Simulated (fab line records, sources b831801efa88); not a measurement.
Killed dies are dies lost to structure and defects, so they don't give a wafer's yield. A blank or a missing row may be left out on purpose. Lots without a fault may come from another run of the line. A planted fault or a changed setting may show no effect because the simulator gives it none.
A struck lot beside a sound one | flow sky130 | 15 steps out of a route of 708
Sound: wafers L344.1, L344.4, L344.5. Struck: wafers L365.3, L365.6. The cause comes at the end.
At each step with rows: each side's tool, then ch and its chambers, then its first start. Under that, the readings that differ: sound wafers | struck wafers | difference of the means | sigmas: that difference in standard deviations of wafers without a fault.
alike: readings whose means differ by less than 2 such deviations, and words and numbers that are the same on both sides. not compared: withheld readings, readings that some wafer has no value for, bounds like >300 that may hide the same value, and numbers for which the record gives no deviation and whose values overlap.
The two part at a step that has a row with sigmas, a row that says differs or no value, or rows on one side only. Numbers that don't overlap but have no deviation are shown without sigmas and don't part them. A reading that every wafer of one side lacks parts them only if that side has two wafers or more.

SKY_CAPM_METAL_ETCH_13: etches TiN in Cl2/BCl3, stops on SiO2, target depth 220 nm, time 62.9 s.
  sound on rie_metal-01 ch 1, day 38 05:51; struck on rie_metal-01 ch 0,1, day 44 05:02
  alike: bcl3_flow_sccm, bias_w, drypump_motor_current_A, oes_product_au, throttle_valve_pct
  not compared: rf_hours_counter_h
SKY_CAPM_STRIP_14: strips in O2/N2.
  sound on plasma_asher-04 ch 0,1, day 38 05:56; struck on plasma_asher-02 ch 1, day 44 05:07
  alike: drypump_motor_current_A, oes_product_au, strip_time_to_endpoint_s
  not compared: rf_hours_counter_h
then, 10 steps without rows for these wafers: SKY_CAPM_STRIP_15 (strips in post etch residue remover, time 1200 s); SKY_CAPM_CLEAN_16 (cleans in IPA, time 180 s); SKY_CAPM_CLEAN_17 (cleans in O3/DIW); SKY_METAL3_DEHYDRATE_05 (time 60 s); SKY_METAL3_HMDS_06 (prime time 60 s); SKY_METAL3_COAT_07 (resist thk 60 nm); SKY_METAL3_COAT_08 (resist thk 1140 nm); SKY_METAL3_SOFTBAKE_09 (time 90 s); SKY_METAL3_EXPOSE_10 (exposes mask MM3, target cd 300 nm); SKY_METAL3_PEB_11.
SKY_METAL3_DEVELOP_12: develop time 60 s.
  sound on litho_track-02 ch 0, day 39 07:00; struck on litho_track-03 ch 0, day 45 03:00
  reading              | sound             | struck      | difference | sigmas
  developer_temp_C (C) | 20.86 20.93 21.13 | 21.65 21.53 | +0.62      | +6
  alike: resist_line_temp_C
SKY_METAL3_CD_MEAS_13: target cd 300 nm.
  sound on cd_sem-02, day 39 07:26; struck on cd_sem-02, day 45 03:34
  alike: cd_nm
-- the record jumps here: 6 days lie between the struck wafers' starts before and after (it left off in module METAL3 and takes up again in module PAD_OPEN, whose first step shown is number 708 of the route) --
SKY_PAD_OPEN_PROBE_99:
  sound on prober-02, day 46 12:32; struck on prober-01, day 51 05:57
  alike: defect_limited_yield, killed_at_M0_to_M3, killed_at_M4_up, killed_at_contacts, killed_at_front_end, killed_at_other, killed_dies, killed_open, killed_short, sort_bin_3_pad_short, sort_bin_5_function, sort_bin_6_memory, sort_n_pass, sort_yield_pct

WHERE THEY PART
Only at SKY_METAL3_DEVELOP_12, within this record. Later steps at which nothing parts them and some readings are alike: SKY_METAL3_CD_MEAS_13, SKY_PAD_OPEN_PROBE_99.

WHY: what the simulator had put in
Process parameter drift: litho_track-03, from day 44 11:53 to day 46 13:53, at SKY_METAL3_DEVELOP_12. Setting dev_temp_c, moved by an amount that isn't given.
